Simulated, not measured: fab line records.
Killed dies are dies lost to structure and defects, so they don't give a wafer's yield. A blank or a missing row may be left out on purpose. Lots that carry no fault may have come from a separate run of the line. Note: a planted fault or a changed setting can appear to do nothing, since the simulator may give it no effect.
Problem report in the 8D (eight disciplines) form, filled by code | flow sky130 | the parts of the form that need people (team, actions taken, sign-off) are left out

== 1. THE PROBLEM ==
rfFwdPowerW at SKY_VIA2_ETCH_15 reads a mean of 1248 W on 6 wafers of 2 lots; wafers without a fault read 1490 W with a standard deviation of 4.8. That puts it -50 standard deviations away from the usual mean.
The step: etches SiO2 in C4F8/O2/Ar, stops on TiN, target depth 546 nm, time 84 s.
First seen on wafer L400.3, day 40 10:13, on rieDiel-04. Wafers with a number at this step in the record: 33, from 11 lots. By rule, "out" or "out of limits" means more than 4 standard deviations away from the usual mean. Any other wafer with a number is counted as sound.

== 2. WHAT IT IS; WHAT IT IS NOT ==
question                    | is                     | is not
which readings at this step | rfFwdPowerW            | oesProductAu
which lots                  | L400, L401             | L389, L391, L392, L397, L402, L403, L405, L407, L408
which wafers of those lots  | all that have a number | -
read on which tools         | rieDiel-04             | rieDiel-01, rieDiel-02
when                        | from day 40 10:13      | up to then (12 sound wafers); but 15 sound wafers of L402, L403, L405, L407, L408 came after

== 3. SUSPECTS, AND WHAT RULES EACH OUT ==
Counting: a tool at a process step up to the reading stays a suspect if it ran every lot that is out and no sound lot after the first of them.
- rieDiel-04 at SKY_VIA2_ETCH_15 (etches SiO2 in C4F8/O2/Ar, stops on TiN, target depth 546 nm, time 84 s): kept. It processed each lot that is out, first L400 at day 40 10:13, and no sound lot thereafter; up to then, the last sound lot it processed was L391 at day 37 09:31. On those wafers its own readings are out: rfFwdPowerW.
The count leaves rieDiel-04 at SKY_VIA2_ETCH_15.

== 4. THE CAUSE (what the simulator had put in) ==
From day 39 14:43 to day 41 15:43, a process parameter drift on rieDiel-04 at SKY_VIA2_ETCH_15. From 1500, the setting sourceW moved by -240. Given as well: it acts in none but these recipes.
The count eliminated every tool but this one.

== 5. THE CHAIN OF EFFECTS, in route order ==
Each row: a reading whose mean over the struck wafers that have a number lies more than 3 standard deviations from the usual. Only readings whose record carries a usual standard deviation are examined. hours: median over the lots of the time between each lot's start at the first step of this table that gives one and its start at this step. sigmas: the change, counted in usual standard deviations.
hours | step             | reading     | usual  | on struck wafers | change | sigmas
0     | SKY_VIA2_ETCH_15 | rfFwdPowerW | 1490 W | 1248             | -242   | -50
Process steps it contains:
- SKY_VIA2_ETCH_15: etches SiO2 in C4F8/O2/Ar, stops on TiN, target depth 546 nm, time 84 s.
At these later measuring or inspecting steps, every struck wafer for which the step has a row has a number for every such reading, and none has moved that far: SKY_VIA2_RS_MEAS_22, SKY_CAPM_THK_MEAS_01.

== 6. HOW IT WOULD HAVE BEEN CAUGHT EARLIER ==
In this record no reading fell out of limits until day 40 10:13, 20 hours after the fault had begun at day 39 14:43.
